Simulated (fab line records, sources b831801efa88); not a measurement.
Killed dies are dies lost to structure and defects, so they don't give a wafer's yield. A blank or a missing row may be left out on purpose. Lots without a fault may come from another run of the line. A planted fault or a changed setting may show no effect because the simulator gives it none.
Problem report in the 8D (eight disciplines) form, filled by code | flow sky130 | the parts of the form that need people (team, actions taken, sign-off) are left out

1. THE PROBLEM
SD_N_RS at SKY_SD_N_RS_MEAS_16 reads a mean of 67.43 ohm/sq on 6 wafers of 2 lots; wafers without a fault read 68.59 ohm/sq with a standard deviation of 0.13. That is -8.9 standard deviations from the usual mean.
The step: measures by four-point-probe.
First seen on wafer L689.2, day 30 06:41, on film_metro-02. The record holds 33 wafers of 11 lots with a number at this step. Rule for "out", or "out of limits": more than 4 standard deviations from the usual mean. The other wafers with a number count as sound.

2. WHAT IT IS AND WHAT IT IS NOT
question                    | is                     | is not
which readings at this step | SD_N_RS                | -
which lots                  | L689, L690             | L683, L686, L688, L691, L698, L699, L702, L704, L705
which wafers of those lots  | all that have a number | -
read on which gauges        | film_metro-02          | film_metro-01, film_metro-03
when                        | from day 30 06:41      | up to then (9 sound wafers); but 18 sound wafers of L691, L698, L699, L702, L704, L705 came after

3. SUSPECTS, AND WHAT RULES EACH OUT
Counting: a tool at a process step up to the reading stays a suspect if it ran every lot that is out and no sound lot after the first of them.
- the gauge at SKY_SD_N_RS_MEAS_16: ruled out. All the wafers that are out were read on film_metro-02, but those of them that SKY_SD_N_IMPLANT_09 has rows for are out there too, on other tools.
- implanter-01 at SKY_SD_N_IMPLANT_09: ruled out as a lasting fault. Sound lots L699, L702, L705 ran on it after its first lot that is out, L689 (day 30 06:00).
- plasma_asher-01 at SKY_SD_N_STRIP_11 (strips in O2/N2): ruled out as a lasting fault. Sound lots L698 ran on it after its first lot that is out, L689 (day 30 06:17).
Left after counting: nothing in the record.

4. THE CAUSE (what the simulator had put in)
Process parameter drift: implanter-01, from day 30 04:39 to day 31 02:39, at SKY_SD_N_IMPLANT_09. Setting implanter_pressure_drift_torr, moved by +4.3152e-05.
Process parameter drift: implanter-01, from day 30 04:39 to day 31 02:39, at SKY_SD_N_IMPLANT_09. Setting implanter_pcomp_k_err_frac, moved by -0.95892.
Counting ruled it out, wrongly: the rule takes a fault to strike every lot that its tool runs from its start on, and this one did not.

5. THE CHAIN OF EFFECTS, in route order
Each row: a reading whose mean over the struck wafers that have a number lies more than 3 standard deviations from the usual. Only readings for which the record gives a usual standard deviation are gone through. hours: the time from each lot's start at the first step in this table that gives one to its start at this step, as a median over the lots. sigmas: the change in usual standard deviations.
hours | step                | reading                   | usual        | on struck wafers | change   | sigmas
0     | SKY_SD_N_IMPLANT_09 | beam_on_s                 | 17.0 s       | 20.3             | +3.3     | +7.7
0     | SKY_SD_N_IMPLANT_09 | end_station_pressure_torr | 1.4e-05 Torr | 5.8e-05          | +4.4e-05 | +59
0     | SKY_SD_N_IMPLANT_09 | faraday_current_uA        | 12846        | 11159            | -1687    | -5.3
0     | SKY_SD_N_STRIP_11   | strip_time_to_endpoint_s  | 22.55 s      | 23.16            | +0.61    | +15
1     | SKY_SD_N_RS_MEAS_16 | SD_N_RS                   | 68.59 ohm/sq | 67.43            | -1.16    | -8.9
The process steps in it:
- SKY_SD_N_IMPLANT_09
- SKY_SD_N_STRIP_11: strips in O2/N2.

6. WHAT WOULD HAVE CAUGHT IT SOONER
In this record the first reading out of limits at a measuring or inspecting step was taken at day 30 06:41, 2 hours after the fault began at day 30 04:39.
The tool's own readings at SKY_SD_N_IMPLANT_09 were out on every struck wafer that the step has a row for (beam_on_s, end_station_pressure_torr): an alarm limit on them would have fired on the first of those.
